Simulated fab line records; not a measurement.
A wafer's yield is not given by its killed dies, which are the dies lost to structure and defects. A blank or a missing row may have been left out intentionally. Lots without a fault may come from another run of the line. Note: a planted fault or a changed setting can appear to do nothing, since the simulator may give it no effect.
A lot that was struck, set against a sound lot :: flow sky130 :: 14 steps out of a route of 708
Sound: the wafers L459.1, L459.2, L459.3. Wafers struck: L456.1, L456.3, L456.6. The cause comes at the end.
For every step that has rows: the tool of each side, followed by ch and its chambers, followed by its first start. Under that, the readings that differ: sound wafers :: struck wafers :: difference of the means :: sigmas: that difference in standard deviations of wafers without a fault.
alike: readings with means less than 2 such deviations apart, plus words and numbers identical on both sides. not compared: withheld readings, readings lacking a value on some wafer, bounds such as >300 that could conceal the same value, and numbers that have no deviation in the record and whose values overlap.
Wherever a step has rows on one side only, a row that says differs or no value, or a row with sigmas, the two part there. When numbers do not overlap yet have no deviation, they are printed without sigmas and do not part them. A reading missing from all wafers of one side parts the sides only when that side holds two or more wafers.

SKY_METAL4_SPUTTER_02: material AlCu, target thk 735 nm, time 39.1 s.
  sound on pvd-sputter-04, day 43 11:28; struck on pvd-sputter-02, day 42 17:47
  alike: chamber-pressure-pa, throttle-valve-pct
SKY_METAL4_SPUTTER_03: material Ti, target thk 5 nm, time 3.3 s.
  sound on pvd-sputter-04, day 43 11:30; struck on pvd-sputter-02, day 42 17:49
  alike: chamber-pressure-pa, throttle-valve-pct
SKY_METAL4_SPUTTER_04: material TiN, target thk 70 nm, time 58.3 s.
  sound on pvd-sputter-04, day 43 11:31; struck on pvd-sputter-02, day 42 17:50
  alike: chamber-pressure-pa, throttle-valve-pct
SKY_CAP2M_CVD_00: deposits SiO2, target thk 15.5 nm.
  sound on pecvd-03 ch 0,1,2, day 43 11:34; struck on pecvd-03 ch 0,2, day 42 17:53
  alike: heater-power-w
SKY_CAP2M_THK_MEAS_01:
  sound on film-metro-04, day 43 11:35; struck on film-metro-04, day 42 17:55
  alike: CAP2M_CVD_00_THK
SKY_CAP2M_SPUTTER_02: material TiN, target thk 200 nm, time 166.7 s.
  sound on pvd-sputter-02, day 43 11:39; struck on pvd-sputter-01, day 42 17:58
  alike: chamber-pressure-pa, throttle-valve-pct
SKY_CAP2M_RS_MEAS_03: the measuring method here is four-point-probe.
  sound on film-metro-04, day 43 11:46; struck on film-metro-02, day 42 18:05
  alike: CAP2M_TIN_RS
SKY_CAP2M_THK_MEAS_04: measures by xrf.
  sound on film-metro-04, day 43 11:53; struck on film-metro-02, day 42 18:12
  alike: CAP2M_TIN_THK
then, 4 steps without rows for these wafers: SKY_CAP2M_DEHYDRATE_05 (time 60 s); SKY_CAP2M_HMDS_06 (prime time 60 s); SKY_CAP2M_COAT_07 (resist thk 1140 nm); SKY_CAP2M_SOFTBAKE_08 (time 60 s).
SKY_CAP2M_EXPOSE_09: exposes mask CAP2M, target cd 1000 nm.
  sound on iline-stepper-01 ch 0, day 43 22:59; struck on iline-stepper-02, day 43 05:35
  no value came back on the struck wafers for exposure-dose-mJ-cm2, focus-offset-nm (nm), sigma-outer; on the sound wafers exposure-dose-mJ-cm2 reads 159.24 158.99 159.11
  alike: mask
following that, these wafers have no rows for 1 step: SKY_CAP2M_PEB_10.

WHERE THEY PART
Only at SKY_CAP2M_EXPOSE_09, within this record.

WHY: what the simulator had put in
Step skipped in full: iline-stepper-02, at SKY_CAP2M_EXPOSE_09, from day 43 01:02 onward. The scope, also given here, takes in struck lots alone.
